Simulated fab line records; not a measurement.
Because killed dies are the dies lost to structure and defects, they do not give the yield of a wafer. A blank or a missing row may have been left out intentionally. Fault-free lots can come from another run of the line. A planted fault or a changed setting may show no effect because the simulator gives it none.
Which tool is to blame? + flow gf180mcu + Sampling: 13 lots, 39 wafers, 4 of 602 route steps

== WHAT THE GAUGES SHOWED, per wafer ==
GF_NWELL_OVL_MEAS_07. Usual: NWELL_OVL typically reads -1.0 nm, with standard deviation 1.5.
| lot  | measured    | on         | NWELL_OVL (nm) | flag |
|------|-------------|------------|----------------|------|
| L362 | day 3 08:09 | overlay-01 | -0.1 -1.1 -2.1 |      |
| L363 | day 3 13:16 | overlay-02 | -1.4 -0.4 -0.8 |      |
| L370 | day 5 03:21 | overlay-02 | -2.0 0.1 -1.5  |      |
| L371 | day 5 10:17 | overlay-01 | -1.2 -3.8 -2.6 |      |
| L372 | day 5 14:16 | overlay-01 | -2.1 -2.8 -4.0 |      |
| L374 | day 6 01:03 | overlay-02 | 3.7 2.6 1.4    |      |
| L376 | day 6 15:21 | overlay-02 | -1.8 -2.6 -2.0 |      |
| L378 | day 7 08:51 | overlay-02 | 0.9 -0.4 0.0   |      |
| L379 | day 7 09:08 | overlay-01 | 0.4 -2.3 0.4   |      |
| L380 | day 7 16:43 | overlay-01 | -1.4 -0.5 -1.1 |      |
| L382 | day 7 19:45 | overlay-02 | 1.4 1.8 -0.3   |      |
| L383 | day 8 04:04 | overlay-01 | -1.8 -2.1 -1.6 |      |
| L385 | day 8 12:09 | overlay-01 | -1.9 -2.5 -3.1 |      |

GF_DUAL_GATE_THK_MEAS_03. Usual: DUAL_GATE_OXIDATION_00_THK typically reads 10.85 nm, with standard deviation 0.2.
| lot  | measured     | on            | DUAL_GATE_OXIDATION_00_THK (nm) | flag |
|------|--------------|---------------|---------------------------------|------|
| L362 | day 7 13:07  | film metro-04 | 10.84 10.97 10.65               |      |
| L363 | day 7 19:52  | film metro-02 | 10.68 10.64 10.92               |      |
| L370 | day 9 21:19  | film metro-04 | 13.76 13.93 13.75               | OFF  |
| L371 | day 10 04:17 | film metro-04 | 14.09 14.08 13.97               | OFF  |
| L372 | day 10 09:47 | film metro-04 | 14.08 14.02 13.98               | OFF  |
| L374 | day 11 01:59 | film metro-02 | 10.76 10.70 10.79               |      |
| L376 | day 11 20:08 | film metro-01 | 10.71 10.82 10.66               |      |
| L378 | day 12 15:37 | film metro-02 | 10.40 10.42 10.61               |      |
| L379 | day 12 18:19 | film metro-01 | 10.75 10.65 10.72               |      |
| L380 | day 13 01:28 | film metro-01 | 10.74 10.94 10.80               |      |
| L382 | day 13 06:07 | film metro-04 | 11.19 11.09 10.91               |      |
| L383 | day 13 16:26 | film metro-04 | 10.82 11.01 10.96               |      |
| L385 | day 14 02:05 | film metro-02 | 11.16 11.05 10.93               |      |

== WHICH TOOL RAN EACH LOT (tool, then ch and the chambers of the sampled wafers, then the start) ==
| lot  | GF_MVSD_STRIP_10                    | GF_DUAL_GATE_OXIDATION_02     |
|------|-------------------------------------|-------------------------------|
| L362 | plasma asher-03 ch 0,1, day 4 10:17 | furnace-02 ch 0, day 7 11:40  |
| L363 | plasma asher-02 ch 0,1, day 4 16:26 | furnace-02 ch 0, day 7 18:25  |
| L370 | plasma asher-03 ch 0,1, day 6 07:10 | furnace-02 ch 0, day 9 19:52  |
| L371 | plasma asher-03 ch 1, day 6 14:35   | furnace-02 ch 0, day 10 02:50 |
| L372 | plasma asher-02 ch 0,1, day 6 19:27 | furnace-02 ch 0, day 10 08:20 |
| L374 | plasma asher-01 ch 0,1, day 7 08:00 | furnace-01 ch 0, day 11 00:32 |
| L376 | plasma asher-01 ch 0,1, day 7 23:43 | furnace-01 ch 0, day 11 18:41 |
| L378 | plasma asher-01 ch 0,1, day 8 18:36 | furnace-01 ch 0, day 12 14:10 |
| L379 | plasma asher-03 ch 0,1, day 8 19:33 | furnace-01 ch 0, day 12 16:52 |
| L380 | plasma asher-02 ch 0,1, day 9 02:54 | furnace-02 ch 0, day 13 00:01 |
| L382 | plasma asher-01 ch 0,1, day 9 06:21 | furnace-02 ch 0, day 13 04:40 |
| L383 | plasma asher-01 ch 0,1, day 9 15:19 | furnace-02 ch 0, day 13 14:59 |
| L385 | plasma asher-03 ch 0, day 9 23:41   | furnace-01 ch 0, day 14 00:37 |
- GF_MVSD_STRIP_10: strips in O2/N2.
- GF_DUAL_GATE_OXIDATION_02: stabilise 600 s, purge 300 s, target thk 10.887 nm.

== AS READ BY THE TOOLS THEMSELVES (means over the sampled wafers that have a number; for cases with no such wafer, the mark the record gives instead) ==
GF_MVSD_STRIP_10. Usual: drypump motor current A 6.16 A, standard deviation 0.21; heater power w 330 W, standard deviation 35; oes product au 0.722 a.u., standard deviation 0.0045; strip time to endpoint s 37.00 s, standard deviation 0.11.
| lot  | tool            | drypump motor current A (A) | heater power w (W) | oes product au (a.u.) | strip time to endpoint s (s) | flag |
|------|-----------------|-----------------------------|--------------------|-----------------------|------------------------------|------|
| L362 | plasma asher-03 | 6.23                        | 315                | 0.718                 | 37.08                        |      |
| L363 | plasma asher-02 | 6.25                        | 372                | 0.720                 | 36.94                        |      |
| L370 | plasma asher-03 | 6.36                        | 297                | 0.724                 | 37.12                        |      |
| L371 | plasma asher-03 | 6.43                        | 279                | 0.722                 | 37.15                        |      |
| L372 | plasma asher-02 | 6.24                        | 380                | 0.724                 | 36.99                        |      |
| L374 | plasma asher-01 | 5.84                        | 351                | 0.720                 | 36.83                        |      |
| L376 | plasma asher-01 | 5.83                        | 352                | 0.721                 | 37.00                        |      |
| L378 | plasma asher-01 | 5.88                        | 343                | 0.726                 | 36.99                        |      |
| L379 | plasma asher-03 | 6.31                        | 302                | 0.722                 | 36.94                        |      |
| L380 | plasma asher-02 | 6.26                        | 375                | 0.723                 | 37.05                        |      |
| L382 | plasma asher-01 | 5.83                        | 355                | 0.726                 | 37.00                        |      |
| L383 | plasma asher-01 | 5.84                        | 352                | 0.717                 | 37.04                        |      |
| L385 | plasma asher-03 | 6.11                        | 331                | 0.721                 | 36.94                        |      |

GF_DUAL_GATE_OXIDATION_02. Usual: spike tc lower C 899.9 C, standard deviation 1.3.
| lot  | tool       | spike tc lower C (C) | flag |
|------|------------|----------------------|------|
| L362 | furnace-02 | 898.0                |      |
| L363 | furnace-02 | 899.1                |      |
| L370 | furnace-02 | 898.9                |      |
| L371 | furnace-02 | 898.4                |      |
| L372 | furnace-02 | 899.5                |      |
| L374 | furnace-01 | 900.6                |      |
| L376 | furnace-01 | 901.4                |      |
| L378 | furnace-01 | 901.3                |      |
| L379 | furnace-01 | 900.6                |      |
| L380 | furnace-02 | 898.2                |      |
| L382 | furnace-02 | 899.0                |      |
| L383 | furnace-02 | 898.6                |      |
| L385 | furnace-01 | 901.4                |      |

== THE ANSWER, worked out from the rows above alone ==
Rule: take the mean of a lot's wafers that have a number; if it is more than 3 standard deviations from the usual mean, the lot is off. A lot without any number at a reading at which 4 lots or more have one is off too. The other lots that the step has rows for count as sound. Order of review: gauges by route order, followed by the tools' own readings, for which a lot's mean as printed above is used. The first step at which some lot is off is used, and at that step the reading that is off furthest; a lot without a number counts as furthest.
Off: L370, L371, L372, at GF_DUAL_GATE_THK_MEAS_03 (DUAL_GATE_OXIDATION_00_THK).
If a tool, at a process step before that reading, ran all the lots that are off and no sound lot after the first of them, it fits. Gauges at GF_DUAL_GATE_THK_MEAS_03: tried the same way as those tools. No candidate that was tried fits.

== WHAT THE SIMULATOR HAD INSERTED ==
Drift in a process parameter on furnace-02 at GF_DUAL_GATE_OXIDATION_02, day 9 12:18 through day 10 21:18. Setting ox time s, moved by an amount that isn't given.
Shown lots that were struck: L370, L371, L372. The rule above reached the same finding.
